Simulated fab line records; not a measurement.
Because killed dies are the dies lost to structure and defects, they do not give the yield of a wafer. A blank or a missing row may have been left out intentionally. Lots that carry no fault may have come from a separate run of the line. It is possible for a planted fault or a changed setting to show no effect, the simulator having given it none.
Which of the tools did it? | flow sky130 | 13 lots, 39 wafers sampled, at 2 steps of a route of 708

== WHAT THE GAUGES READ, wafer by wafer ==
SKY_FIELD_ISO_BOW_MEAS_00. Usual: for INCOMING_BOW the level is -1 um and the standard deviation is 5.9.
lot  | measured    | on            | INCOMING_BOW (um) | flag
L334 | day 1 10:01 | film_metro-01 | 6 -4 7            |
L335 | day 1 15:01 | film_metro-03 | -7 0 -1           |
L337 | day 2 01:01 | film_metro-01 | -7 5 -4           |
L344 | day 3 12:02 | film_metro-01 | -5 9 9            |
L345 | day 3 17:00 | film_metro-03 | 3 -10 0           |
L347 | day 4 03:00 | film_metro-03 | -5 -6 -4          |
L348 | day 4 08:02 | film_metro-01 | 14 2 1            |
L349 | day 4 13:02 | film_metro-04 | -1 -7 0           |
L352 | day 5 04:00 | film_metro-01 | 9 -3 4            |
L354 | day 5 14:00 | film_metro-01 | 8 -1 0            |
L355 | day 5 19:02 | film_metro-01 | -13 -6 -1         |
L356 | day 6 00:00 | film_metro-04 | 3 -6 -11          |
L357 | day 6 05:00 | film_metro-04 | 6 6 -1            |

SKY_FIELD_ISO_THK_MEAS_04. Usual: for FIELD_ISO_CVD_03_THK the level is 165.4 nm and the standard deviation is 1.5.
lot  | measured    | on            | FIELD_ISO_CVD_03_THK (nm) | flag
L334 | day 1 13:39 | film_metro-03 | 164.1 163.6 164.4         |
L335 | day 1 19:03 | film_metro-04 | 166.2 164.6 164.9         |
L337 | day 2 05:15 | film_metro-03 | 162.7 164.0 164.2         |
L344 | day 3 15:30 | film_metro-03 | 163.7 164.5 164.9         |
L345 | day 3 20:53 | film_metro-03 | 163.2 163.6 161.7         |
L347 | day 4 06:49 | film_metro-01 | 164.4 164.7 164.3         |
L348 | day 4 12:04 | film_metro-01 | 166.2 165.6 166.4         |
L349 | day 4 17:41 | film_metro-03 | 166.9 164.5 165.6         |
L352 | day 5 07:29 | film_metro-03 | 163.8 166.2 166.2         |
L354 | day 5 17:29 | film_metro-03 | 166.7 165.3 166.7         |
L355 | day 6 01:02 | film_metro-01 | 165.0 164.8 165.7         |
L356 | day 6 04:39 | film_metro-01 | 168.5 166.8 166.8         |
L357 | day 6 09:05 | film_metro-01 | 167.4 168.5 168.0         |

== WHICH TOOL RAN EACH LOT (tool, then ch and the chambers of the sampled wafers, then the start) ==
There is no process step in the record ahead of these readings.

== AS READ BY THE TOOLS THEMSELVES (means over the sampled wafers that have a number; for cases with no such wafer, the mark the record gives instead) ==
The record holds no such reading with a usual standard deviation.

== THE ANSWER, worked out from the rows above alone ==
Rule: a lot is off if the mean of its wafers that have a number lies more than 3 standard deviations from the usual mean. Also off: a lot with no number at a reading for which 4 or more lots have one. Any other lot the step has rows for is counted as sound. First the gauges in route order, then the tools' own readings, where a lot's mean is used as printed above. The first step at which some lot is off is used, and at that step the reading that is off furthest; a lot without a number counts as furthest.
No lot is off on any of the readings shown, so nothing can be concluded from this.

== WHAT WAS PUT IN BY THE SIMULATOR ==
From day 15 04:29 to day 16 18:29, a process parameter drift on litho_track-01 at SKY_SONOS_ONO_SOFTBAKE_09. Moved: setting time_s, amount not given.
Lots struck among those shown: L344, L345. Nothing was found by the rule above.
